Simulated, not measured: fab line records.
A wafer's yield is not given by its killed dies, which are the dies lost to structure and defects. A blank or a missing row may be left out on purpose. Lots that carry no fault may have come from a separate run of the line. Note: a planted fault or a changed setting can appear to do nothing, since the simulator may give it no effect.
Matching of chambers	flow gf180mcu	4 sister chambers for GF_V4_CMP_26 on cmp-02
The step polishes, stops on SiO2, t overpolish 15 s, target thk 0 nm. 18 wafers are shown with their chamber, then 9 later ones without.

== WAFERS PAIRED WITH THEIR CHAMBERS ==
wafer	chamber	motor current A (A)	time to endpoint s (s)	overpolish run s (s)
L662.1	0	11.8	90	14.988
L662.2	3	9.7	91	15.003
L662.4	1	10.2	85	14.973
L663.3	0	11.5	86	14.994
L663.4	2	10.6	80	14.999
L663.5	3	9.9	89	15.018
L670.1	0	12.0	87	14.997
L670.4	2	10.6	80	15.019
L670.6	2	10.5	82	15.004
L673.3	1	10.5	83	14.996
L673.4	3	9.8	91	15.012
L673.5	2	11.0	84	15.002
L678.1	1	10.5	85	15.009
L678.2	2	10.4	86	15.004
L678.5	2	10.6	87	15.006
L679.1	0	11.9	94	15.007
L679.2	3	9.6	93	15.001
L679.4	2	10.8	89	15.016

SIGNATURES (averages over the wafers above)
reading	chamber 0	chamber 1	chamber 2	chamber 3	scatter within a chamber
motor current A	11.800	10.400	10.643	9.750	0.187
time to endpoint s	89.25	84.33	84.00	91.00	2.97
overpolish run s	14.99650	14.99267	15.00714	15.00850	0.00991
Rule: for each reading, subtract the chamber's mean from the wafer's reading, divide by that reading's scatter and square the result; add these up over the readings and take the root, which gives the wafer's distance from the chamber. The wafer belongs to the nearest chamber; if the next one is less than 2 further off, it can't be placed. The scatter: take each reading less its chamber's mean, square it, sum over the shown wafers, divide by the number of wafers less the number of chambers, and take the root.

== WAFERS WITHOUT THEIR CHAMBER ==
wafer	motor current A (A)	time to endpoint s (s)	overpolish run s (s)
L680.3	11.4	94	14.995
L680.4	10.8	85	14.997
L680.6	9.5	89	15.017
L681.1	10.9	79	15.019
L681.4	9.3	90	15.007
L681.5	11.8	92	15.012
L682.2	10.4	85	14.998
L682.4	12.1	88	15.006
L682.6	10.6	82	15.017

== THE CHAMBER EACH PASSED THROUGH ==
wafer	from the rows above	in truth
L680.3	0	0
L680.4	can't be placed: 2 or 1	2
L680.6	3	3
L681.1	can't be placed: 2 or 1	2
L681.4	3	3
L681.5	0	0
L682.2	can't be placed: 1 or 2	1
L682.4	0	0
L682.6	can't be placed: 2 or 1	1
5 of 9 placed correctly. Cannot be placed on the basis of these rows: 4; the candidates contain the true chamber in 4. Number placed wrongly: 0.
